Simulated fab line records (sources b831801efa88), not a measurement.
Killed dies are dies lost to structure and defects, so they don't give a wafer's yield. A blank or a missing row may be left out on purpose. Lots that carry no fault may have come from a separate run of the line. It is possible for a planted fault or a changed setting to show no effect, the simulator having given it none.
fab line records -- flow sky130 -- part 2 of 2: steps 26 to 34 of 34
record: lots: 5, wafers: 15, last_day: 50
route steps=708 shown METAL2@490 VIA2@507
lots that met no fault: taken from a fault-free run of the same line
start_h: hours from the record's opening day to when the first of the lot's shown wafers began -- wait_h: how many hours have passed since the lot's step before this one -- " same as the row above -- L1.1+2: one row covering several wafers at once -- - either no value or no given start -- * or withheld: withheld -- < > ~ a bound
route shown NAME@n: a module of which the file shows steps, and the number in the route of the first -- usual: mean/standard deviation taken from wafers without a fault -- same: alike in all rows -- chamber/n: place in a boat -- sites: per-site readings -- _std_site: how widely they spread, as a standard deviation -- _edge_site: outer sites' mean less inner sites' -- radius_mm: for every site, how far away it sits from the centre of the wafer -- mask NAME#n: copy n -- behind: the last tool/chamber to shape the wafer -- hold: why the lot was held/for how many hours/how that ended -- device: names the non-switching transistor (n, p or np) -- end of line: the route-end tests of the same wafers -- a step with no rows: only its recipe -- killed: dies that structure and defects cost at the first sort, which is not the same as the wafer's yield -- map: shows each die of a wafer: x if killed, . if not, _ if none is there
set.NAME: the setting that was run; set.NAME@STEP: the one run at that earlier step -- model.NAME: the simulator's own value behind a step, which no gauge read
lots seen at some steps along the route; tables by step, rows by wafer
services: from which hour (start_h, from the record's first day; less than 0 if before it) a tool's chamber was out of use, for how many hours, and why
== steps ==
step: SKY_VIA2_SOFTBAKE_08
recipe: temp_c: 100, time_s: 90, resist: KrF-thick
usual: exhaust_pa: 45.0/0.93, plate_temp_C: 100.00/0.13
lot.wafer,tool,chamber,start_h,wait_h,exhaust_pa,plate_temp_C
L077.3,litho_track-04,0,-,-,45.1,99.99
L077.4,litho_track-04,0,-,-,45.1,99.83
L077.5,litho_track-04,0,-,-,44.4,99.94
L081.2,litho_track-04,0,-,-,45.6,99.96
L081.3,litho_track-04,0,-,-,45.7,99.95
L081.5,litho_track-04,0,-,-,46.6,99.89
L082.1,litho_track-03,0,-,-,44.9,99.71
L082.4,litho_track-03,0,-,-,45.4,99.77
L082.6,litho_track-03,0,-,-,43.0,99.55
L091.2,litho_track-01,0,-,-,44.9,100.06
L091.4,litho_track-01,0,-,-,43.6,100.13
L091.6,litho_track-01,0,-,-,45.5,100.10
L096.2,litho_track-01,0,-,-,44.8,100.27
L096.4,litho_track-01,0,-,-,45.1,99.96
L096.5,litho_track-01,0,-,-,45.8,100.18
step: SKY_VIA2_EXPOSE_09
recipe: mask_id: VIM2, na: 0.8, source_shape: annular, sigma_inner: 0.55, sigma_outer: 0.85, target_cd_nm: 200, dose_mj: 38
usual: exposure_dose_mJ_cm2: 38.00/0.036
lot.wafer,tool,chamber,start_h,wait_h,mask,exposure_dose_mJ_cm2
L077.3,krf_scanner-02,0,-,-,VIM2#0,38.04
L077.4,krf_scanner-02,0,-,-,VIM2#0,38.05
L077.5,krf_scanner-02,0,-,-,VIM2#0,37.99
L081.2,krf_scanner-01,0,-,-,VIM2#0,37.97
L081.3,krf_scanner-01,0,-,-,VIM2#0,37.93
L081.5,krf_scanner-01,0,-,-,VIM2#0,37.96
L082.1,krf_scanner-02,0,-,-,VIM2#0,38.01
L082.4,krf_scanner-02,0,-,-,VIM2#0,38.04
L082.6,krf_scanner-02,0,-,-,VIM2#0,38.00
L091.2,krf_scanner-01,0,-,-,VIM2#0,37.95
L091.4,krf_scanner-01,0,-,-,VIM2#0,38.00
L091.6,krf_scanner-01,0,-,-,VIM2#0,37.93
L096.2,krf_scanner-01,0,-,-,VIM2#0,37.98
L096.4,krf_scanner-01,0,-,-,VIM2#0,38.02
L096.5,krf_scanner-01,0,-,-,VIM2#0,37.96
step: SKY_VIA2_PEB_10
recipe: peb_temp_c: withheld, peb_time_s: withheld, resist: KrF-thick
usual: exhaust_pa: 44.9/0.86
lot.wafer,tool,chamber,start_h,wait_h,exhaust_pa
L077.3,litho_track-01,0,-,-,44.6
L077.4,litho_track-01,0,-,-,45.5
L077.5,litho_track-01,0,-,-,43.4
L081.2,litho_track-01,0,-,-,43.5
L081.3,litho_track-01,0,-,-,45.3
L081.5,litho_track-01,0,-,-,45.0
L082.1,litho_track-04,0,-,-,44.5
L082.4,litho_track-04,0,-,-,44.5
L082.6,litho_track-04,0,-,-,45.6
L091.2,litho_track-03,0,-,-,43.5
L091.4,litho_track-03,0,-,-,43.9
L091.6,litho_track-03,0,-,-,44.6
L096.2,litho_track-01,0,-,-,44.7
L096.4,litho_track-01,0,-,-,44.1
L096.5,litho_track-01,0,-,-,45.8
step: SKY_VIA2_DEVELOP_11
recipe: develop_time_s: 60, resist: KrF-thick, dev_temp_c: 21
usual: exhaust_pa: 45.0/0.84
lot.wafer,tool,chamber,start_h,wait_h,exhaust_pa
L077.3,litho_track-01,0,-,-,44.3
L077.4,litho_track-01,0,-,-,45.4
L077.5,litho_track-01,0,-,-,44.8
L081.2,litho_track-01,0,-,-,43.5
L081.3,litho_track-01,0,-,-,43.6
L081.5,litho_track-01,0,-,-,45.9
L082.1,litho_track-04,0,-,-,44.2
L082.4,litho_track-04,0,-,-,44.5
L082.6,litho_track-04,0,-,-,45.2
L091.2,litho_track-03,0,-,-,45.1
L091.4,litho_track-03,0,-,-,44.5
L091.6,litho_track-03,0,-,-,45.4
L096.2,litho_track-01,0,-,-,46.2
L096.4,litho_track-01,0,-,-,46.3
L096.5,litho_track-01,0,-,-,46.4
step: SKY_VIA2_CD_MEAS_12
recipe: target_cd_nm: 200
usual: cd_nm: 200.2/1.3
lot.wafer,tool,chamber,start_h,wait_h,cd_nm
L077.3,cd_sem-02,-,889.76,-,202.9
L077.4,cd_sem-02,-,889.76,-,201.6
L077.5,cd_sem-02,-,889.76,-,201.6
L081.2,cd_sem-01,-,905.59,-,197.6
L081.3,cd_sem-01,-,905.59,-,198.6
L081.5,cd_sem-01,-,905.59,-,197.2
L082.1,cd_sem-02,-,909.02,-,200.6
L082.4,cd_sem-02,-,909.02,-,202.0
L082.6,cd_sem-02,-,909.02,-,200.5
L091.2,cd_sem-01,-,977.00,-,200.8
L091.4,cd_sem-01,-,977.00,-,200.7
L091.6,cd_sem-01,-,977.00,-,199.1
L096.2,cd_sem-01,-,1009.34,-,199.6
L096.4,cd_sem-01,-,1009.34,-,200.2
L096.5,cd_sem-01,-,1009.34,-,200.8
step: SKY_VIA2_OVL_MEAS_13
usual: VIA2_OVL: -1/5.9
lot.wafer,tool,chamber,start_h,wait_h,VIA2_OVL[nm]
L077.3,overlay-02,-,889.86,0.1,2
L077.4,overlay-02,-,889.86,0.1,-3
L077.5,overlay-02,-,889.86,0.1,-1
L081.2,overlay-02,-,905.70,0.1,4
L081.3,overlay-02,-,905.70,0.1,1
L081.5,overlay-02,-,905.70,0.1,4
L082.1,overlay-02,-,909.14,0.1,2
L082.4,overlay-02,-,909.14,0.1,1
L082.6,overlay-02,-,909.14,0.1,2
L091.2,overlay-01,-,977.11,0.1,-2
L091.4,overlay-01,-,977.11,0.1,1
L091.6,overlay-01,-,977.11,0.1,2
L096.2,overlay-01,-,1009.45,0.1,2
L096.4,overlay-01,-,1009.45,0.1,-1
L096.5,overlay-01,-,1009.45,0.1,-3
step: SKY_VIA2_ETCH_14
recipe: chemistry: N2/H2, target: BARC, ion_energy_ev: 200, source_w: 500, bias_w: 100, pressure_mtorr: 30, n2_flow_sccm: 100, h2_flow_sccm: 200, stop_on: SiO2, time_s: 45.9, target_depth_a: 600
usual: drypump_motor_current_A: 5.7/0.47, oes_product_au: 0.855/0.0044, throttle_valve_pct: 13.226/0.0094
lot.wafer,tool,chamber,start_h,wait_h,drypump_motor_current_A,oes_product_au,rf_hours_counter_h,throttle_valve_pct
L077.3,rie_diel-01,2,889.88,0.0,5.1,0.849,13,13.248
L077.4,rie_diel-01,3,889.88,0.0,6.0,0.852,16,13.220
L077.5,rie_diel-01,1,889.88,0.0,5.2,0.855,-,13.238
L081.2,rie_diel-03,3,905.73,0.0,5.6,0.849,12,13.237
L081.3,rie_diel-03,0,905.73,0.0,6.2,0.859,-,13.229
L081.5,rie_diel-03,0,905.73,0.0,6.2,0.857,-,13.229
L082.1,rie_diel-03,3,909.18,0.0,5.7,0.853,12,13.200
L082.4,rie_diel-03,0,909.18,0.0,6.2,0.856,-,13.235
L082.6,rie_diel-03,3,909.18,0.0,5.6,0.854,-,13.229
L091.2,rie_diel-03,2,977.14,0.0,6.2,0.850,18,13.222
L091.4,rie_diel-03,1,977.14,0.0,4.9,0.859,11,13.229
L091.6,rie_diel-03,3,977.14,0.0,5.7,0.856,-,13.226
L096.2,rie_diel-01,3,1009.48,0.0,6.1,0.853,19,13.221
L096.4,rie_diel-01,2,1009.48,0.0,5.1,0.848,16,13.234
L096.5,rie_diel-01,1,1009.48,0.0,5.2,0.849,-,13.255
step: SKY_VIA2_ETCH_15
recipe: target: SiO2, chemistry: C4F8/O2/Ar, target_depth_nm: 546, stop_on: TiN, mask_material: KrF-thick, source_w: 1500, bias_w: 1200, pressure_mtorr: 40, c4f8_flow_sccm: withheld, O2_flow_sccm: 6, Ar_flow_sccm: 300, time_s: 84
usual: oes_product_au: 0.940/0.005
lot.wafer,tool,chamber,start_h,wait_h,oes_product_au
L077.3,rie_diel-01,2,889.92,0.0,0.932
L077.4,rie_diel-01,3,889.92,0.0,0.937
L077.5,rie_diel-01,1,889.92,0.0,0.941
L081.2,rie_diel-03,3,905.79,0.0,0.936
L081.3,rie_diel-03,0,905.79,0.0,0.942
L081.5,rie_diel-03,0,905.79,0.0,0.946
L082.1,rie_diel-03,3,909.22,0.0,0.951
L082.4,rie_diel-03,0,909.22,0.0,0.936
L082.6,rie_diel-03,3,909.22,0.0,0.941
L091.2,rie_diel-03,2,977.18,0.0,0.941
L091.4,rie_diel-03,1,977.18,0.0,0.946
L091.6,rie_diel-03,3,977.18,0.0,0.941
L096.2,rie_diel-01,3,1009.52,0.0,0.944
L096.4,rie_diel-01,2,1009.52,0.0,0.941
L096.5,rie_diel-01,1,1009.52,0.0,0.933
step: SKY_VIA2_STRIP_16
recipe: chemistry: O2/N2, power_w: 1400, pressure_mtorr: 1500, platen_temp_c: withheld, o2_flow_sccm: 3000, n2_flow_sccm: 300, overash_fraction: 0.5
usual: drypump_motor_current_A: 5.5/0.46, oes_product_au: 0.399/0.0046, strip_time_to_endpoint_s: 4.048/0.022
lot.wafer,tool,chamber,start_h,wait_h,drypump_motor_current_A,oes_product_au,rf_hours_counter_h,strip_time_to_endpoint_s
L077.3,plasma_asher-03,1,890.02,0.1,5.4,0.400,-,4.073
L077.4,plasma_asher-03,0,890.02,0.1,5.6,0.401,-,4.016
L077.5,plasma_asher-03,1,890.02,0.1,5.3,0.388,-,4.021
L081.2,plasma_asher-02,0,905.89,0.1,6.3,0.400,48,4.040
L081.3,plasma_asher-02,1,905.89,0.1,5.6,0.396,-,4.026
L081.5,plasma_asher-02,0,905.89,0.1,6.3,0.395,-,4.053
L082.1,plasma_asher-02,0,909.28,0.0,6.3,0.397,49,4.048
L082.4,plasma_asher-02,1,909.28,0.0,5.6,0.397,-,4.014
L082.6,plasma_asher-02,0,909.28,0.0,6.3,0.401,-,4.046
L091.2,plasma_asher-02,0,977.25,0.0,6.3,0.395,55,4.039
L091.4,plasma_asher-02,0,977.25,0.0,6.4,0.393,-,4.052
L091.6,plasma_asher-02,1,977.25,0.0,5.6,0.395,-,4.059
L096.2,plasma_asher-01,0,1009.59,0.0,4.9,0.404,27,4.049
L096.4,plasma_asher-01,0,1009.59,0.0,4.9,0.397,-,4.075
L096.5,plasma_asher-01,0,1009.59,0.0,4.9,0.394,-,4.040
== services ==
tool,chamber,start_h,hours,kind
plasma_asher-02,-,827.12,2.6,repair
krf_scanner-01,-,843.91,0.8,pm
krf_scanner-02,-,863.68,3.6,pm
rie_diel-03,2,865.36,5.0,repair
krf_scanner-02,-,879.09,0.8,pm
wet_bench-04,-,891.02,4.5,repair
rie_diel-03,2,894.12,13.6,repair
wet_bench-02,-,894.73,3.0,repair
krf_scanner-02,-,895.31,1.3,pm
rie_diel-03,1,904.94,7.0,repair
hdpcvd-01,-,915.88,6.0,pm
rie_diel-01,3,919.19,19.0,repair
hdpcvd-01,1,926.71,10.7,repair
krf_scanner-01,-,932.05,1.3,pm
rie_diel-03,0,934.01,10.5,repair
plasma_asher-02,-,938.96,2.8,pm
krf_scanner-01,-,943.29,1.0,pm
krf_scanner-02,-,945.75,1.0,pm
rie_metal-01,-,954.03,0.5,repair
krf_scanner-02,-,960.88,12.3,repair
wet_bench-01,-,962.26,4.4,pm
krf_scanner-01,-,962.65,0.4,repair
rie_diel-03,-,963.53,10.0,pm
rie_diel-03,3,1003.83,4.1,repair
